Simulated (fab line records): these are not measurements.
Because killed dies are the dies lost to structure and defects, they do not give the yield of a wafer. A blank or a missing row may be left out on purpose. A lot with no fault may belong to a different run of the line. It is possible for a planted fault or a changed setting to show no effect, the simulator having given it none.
2 desks looking at one fault || flow gf180mcu || only its own numbers are on each desk; what lay behind them is given at the end

METROLOGY DESK
Lot by lot, what the gauges showed, no matter which tool ran the lot: averages of those sampled wafers that carry a number. A lot is out of limits, marked OUT, if its mean lies more than 4 standard deviations from the usual mean; the brackets give that distance.
Columns: A = V3_W_THK at GF_V3_THK_MEAS_25, usual 347 nm; B = V5_OVL at GF_V5_OVL_MEAS_15, usual 2 nm; C = cdNm at GF_TOP_METAL_CD_MEAS_14, usual 440.4 nm
{"lot": "L507", "first seen here": "day 22 08:39", "A": 349, "B": 8, "C": 441.9}
{"lot": "L508", "first seen here": "day 22 19:01", "A": 356, "B": 3, "C": 438.2}
{"lot": "L510", "first seen here": "day 23 17:04", "A": 353, "B": 4, "C": "463.3 (+9.2) OUT"}
{"lot": "L513", "first seen here": "day 24 16:04", "A": 349, "B": 7, "C": "460.6 (+8.1) OUT"}
{"lot": "L514", "first seen here": "day 24 22:33", "A": 349, "B": 2, "C": "458.2 (+7.1) OUT"}
{"lot": "L521", "first seen here": "day 27 08:37", "A": 346, "B": 0, "C": 441.6}
{"lot": "L522", "first seen here": "day 27 19:41", "A": 348, "B": -5, "C": 438.5}
{"lot": "L523", "first seen here": "day 27 20:53", "A": 345, "B": 3, "C": 437.0}
{"lot": "L525", "first seen here": "day 28 13:19", "A": 348, "B": 4, "C": 435.3}
{"lot": "L526", "first seen here": "day 28 16:01", "A": 341, "B": 2, "C": 441.9}
{"lot": "L528", "first seen here": "day 29 07:28", "A": 344, "B": 2, "C": 443.0}
{"lot": "L529", "first seen here": "day 29 13:33", "A": 342, "B": 2, "C": 439.2}
This desk's finding: out of limits on L510, L513, L514; first on L510, day 29 10:25 (cdNm at GF_TOP_METAL_CD_MEAS_14). In limits: L507, L508, L521, L522, L523, L525, L526, L528, L529.

FOR THE TOOL OWNER'S DESK: lithoTrack-04
The tool's own readings at GF_TOP_METAL_COAT_09 (resist thk 1500 nm): means of the sampled wafers that have a number, for each lot that ran on this tool. A lot is out of limits, marked OUT, if its mean lies more than 4 standard deviations from the usual mean; the brackets give that distance.
Columns: A = chillPlateTempC at GF_TOP_METAL_COAT_09, usual 23.00 C
{"lot": "L507", "first seen here": "day 27 15:02", "A": 23.03}
{"lot": "L508", "first seen here": "day 28 00:57", "A": 23.12}
{"lot": "L510", "first seen here": "day 29 00:35", "A": 22.95}
{"lot": "L513", "first seen here": "day 29 15:12", "A": 22.88}
{"lot": "L514", "first seen here": "day 29 19:15", "A": 22.86}
{"lot": "L523", "first seen here": "day 32 09:26", "A": 22.96}
{"lot": "L525", "first seen here": "day 32 22:02", "A": 23.06}
Finding of this desk: none of the 7 lots has anything out of limits.

TAKEN TOGETHER
L510, L513, L514 would have let the metrology desk raise an alarm at day 29 10:25.
The tool owner's desk saw nothing out of limits.
On record at the tool owner's desk: L510, L513, L514, within its limits.
Every lot named ran GF_TOP_METAL_COAT_09 on lithoTrack-04.

WHAT HAD BEEN PUT IN BY THE SIMULATOR
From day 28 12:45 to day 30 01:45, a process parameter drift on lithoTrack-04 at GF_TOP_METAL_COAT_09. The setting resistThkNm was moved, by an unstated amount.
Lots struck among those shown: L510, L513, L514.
Hours from the fault's start to each desk's first reading out of limits: the metrology desk, 22.
